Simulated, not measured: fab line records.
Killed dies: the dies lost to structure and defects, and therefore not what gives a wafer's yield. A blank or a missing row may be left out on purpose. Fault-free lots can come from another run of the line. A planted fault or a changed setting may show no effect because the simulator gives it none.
Shared-tool check :: flow sky130 :: 33 wafers sampled across 11 lots

== REASON FOR OPENING ==
Of 11 lots, 3 have the reading SD_P_TW flagged at SKY_SD_P_TW_MEAS_11. Wafers without a fault read 2806, standard deviation 24.
Rule: flag the lot when none of its wafers has a number, or when each of its wafers that has one lies beyond 4 standard deviations from that mean. The rest of the lots are taken to be sound.

lot: L398
measured: day 25 19:47
on: filmMetro-02
SD_P_TW, wafer by wafer: 2781 2784 2787
flag: 

lot: L399
measured: day 26 03:24
on: filmMetro-02
SD_P_TW, wafer by wafer: 2749 2759 2786
flag: 

lot: L400
measured: day 26 08:04
on: filmMetro-02
SD_P_TW, wafer by wafer: 2760 2768 2779
flag: 

lot: L402
measured: day 26 20:16
on: filmMetro-01
SD_P_TW, wafer by wafer: 2819 2821 2814
flag: 

lot: L403
measured: day 27 01:59
on: filmMetro-02
SD_P_TW, wafer by wafer: 2631 2632 2632
flag: FLAGGED

lot: L404
measured: day 27 08:28
on: filmMetro-01
SD_P_TW, wafer by wafer: 2672 2684 2669
flag: FLAGGED

lot: L408
measured: day 28 11:28
on: filmMetro-01
SD_P_TW, wafer by wafer: 2664 2671 2658
flag: FLAGGED

lot: L414
measured: day 31 12:20
on: filmMetro-01
SD_P_TW, wafer by wafer: 2824 2809 2817
flag: 

lot: L419
measured: day 33 06:37
on: filmMetro-04
SD_P_TW, wafer by wafer: 2840 2826 2862
flag: 

lot: L421
measured: day 33 07:49
on: filmMetro-02
SD_P_TW, wafer by wafer: 2769 2759 2774
flag: 

lot: L420
measured: day 33 17:26
on: filmMetro-01
SD_P_TW, wafer by wafer: 2802 2826 2825
flag: 
The mean of the flagged lots' numbers is 2657, -149 from the usual (-6 standard deviations).

== LOT BY LOT: THE TOOL USED ==
The record holds 2 process steps before the reading, out of a route of 708 steps. In each cell: the tool, then ch and the chambers that the sampled wafers went through, then the start.
lot: L398
flag: 
SKY_SD_P_IMPLANT_09: implanter-02 ch 0, day 25 19:35
SKY_SD_P_STRIP_10: plasmaAsher-03 ch 0,1, day 25 19:41

lot: L399
flag: 
SKY_SD_P_IMPLANT_09: implanter-04 ch 0, day 26 03:12
SKY_SD_P_STRIP_10: plasmaAsher-03 ch 0,1, day 26 03:19

lot: L400
flag: 
SKY_SD_P_IMPLANT_09: implanter-04 ch 0, day 26 07:50
SKY_SD_P_STRIP_10: plasmaAsher-04 ch 0,1, day 26 07:58

lot: L402
flag: 
SKY_SD_P_IMPLANT_09: implanter-03 ch 0, day 26 20:01
SKY_SD_P_STRIP_10: plasmaAsher-02 ch 0,1, day 26 20:10

lot: L403
flag: FLAGGED
SKY_SD_P_IMPLANT_09: implanter-04 ch 0, day 27 01:45
SKY_SD_P_STRIP_10: plasmaAsher-02 ch 0, day 27 01:52

lot: L404
flag: FLAGGED
SKY_SD_P_IMPLANT_09: implanter-04 ch 0, day 27 08:14
SKY_SD_P_STRIP_10: plasmaAsher-03 ch 0,1, day 27 08:22

lot: L408
flag: FLAGGED
SKY_SD_P_IMPLANT_09: implanter-04 ch 0, day 28 11:13
SKY_SD_P_STRIP_10: plasmaAsher-04 ch 0,1, day 28 11:22

lot: L414
flag: 
SKY_SD_P_IMPLANT_09: implanter-02 ch 0, day 31 12:05
SKY_SD_P_STRIP_10: plasmaAsher-02 ch 0,1, day 31 12:14

lot: L419
flag: 
SKY_SD_P_IMPLANT_09: implanter-03 ch 0, day 33 06:22
SKY_SD_P_STRIP_10: plasmaAsher-02 ch 0,1, day 33 06:31

lot: L421
flag: 
SKY_SD_P_IMPLANT_09: implanter-02 ch 0, day 33 07:34
SKY_SD_P_STRIP_10: plasmaAsher-04 ch 1, day 33 07:43

lot: L420
flag: 
SKY_SD_P_IMPLANT_09: implanter-02 ch 0, day 33 17:13
SKY_SD_P_STRIP_10: plasmaAsher-02 ch 0,1, day 33 17:22
What is done by these steps:
- SKY_SD_P_IMPLANT_09
- SKY_SD_P_STRIP_10: strips in O2/N2.
- SKY_SD_P_TW_MEAS_11

== FLAGGED AGAINST TOTAL, ONE TOOL AT A TIME (gauges that did the reading follow at the end) ==
step: SKY_SD_P_IMPLANT_09
tool: implanter-02
lots run: 4
flagged: 0
share of the flagged lots: none
sound lots run after its first flagged lot: -

step: SKY_SD_P_IMPLANT_09
tool: implanter-03
lots run: 2
flagged: 0
share of the flagged lots: none
sound lots run after its first flagged lot: -

step: SKY_SD_P_IMPLANT_09
tool: implanter-04
lots run: 5
flagged: 3
share of the flagged lots: all
sound lots run after its first flagged lot: 0

step: SKY_SD_P_STRIP_10
tool: plasmaAsher-02
lots run: 5
flagged: 1
share of the flagged lots: some
sound lots run after its first flagged lot: 3 (L414,L419,L420)

step: SKY_SD_P_STRIP_10
tool: plasmaAsher-03
lots run: 3
flagged: 1
share of the flagged lots: some
sound lots run after its first flagged lot: 0

step: SKY_SD_P_STRIP_10
tool: plasmaAsher-04
lots run: 3
flagged: 1
share of the flagged lots: some
sound lots run after its first flagged lot: 1 (L421)

step: SKY_SD_P_TW_MEAS_11
tool: filmMetro-01
lots run: 5
flagged: 2
share of the flagged lots: some
sound lots run after its first flagged lot: 2 (L414,L420)

step: SKY_SD_P_TW_MEAS_11
tool: filmMetro-02
lots run: 5
flagged: 1
share of the flagged lots: some
sound lots run after its first flagged lot: 1 (L421)

step: SKY_SD_P_TW_MEAS_11
tool: filmMetro-04
lots run: 1
flagged: 0
share of the flagged lots: none
sound lots run after its first flagged lot: -

== THE TABLE: WHAT IT ALLOWS ==
In the table, 1 row covers all flagged lots: implanter-04 at SKY_SD_P_IMPLANT_09.
- implanter-04 at SKY_SD_P_IMPLANT_09 ran 5 lots, 3 of them flagged. Its last sound lot is L400 (day 26 07:50), its first flagged lot L403 (day 27 01:45): a fault that began between those two fits.
implanter-04 at SKY_SD_P_IMPLANT_09 is the single tool remaining.

== WHAT THE SIMULATOR HAD INSERTED ==
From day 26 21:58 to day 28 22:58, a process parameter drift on implanter-04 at SKY_SD_P_IMPLANT_09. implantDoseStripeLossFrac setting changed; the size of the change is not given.
Lots struck among those shown: L403, L404, L408. The same result came from the rule above.
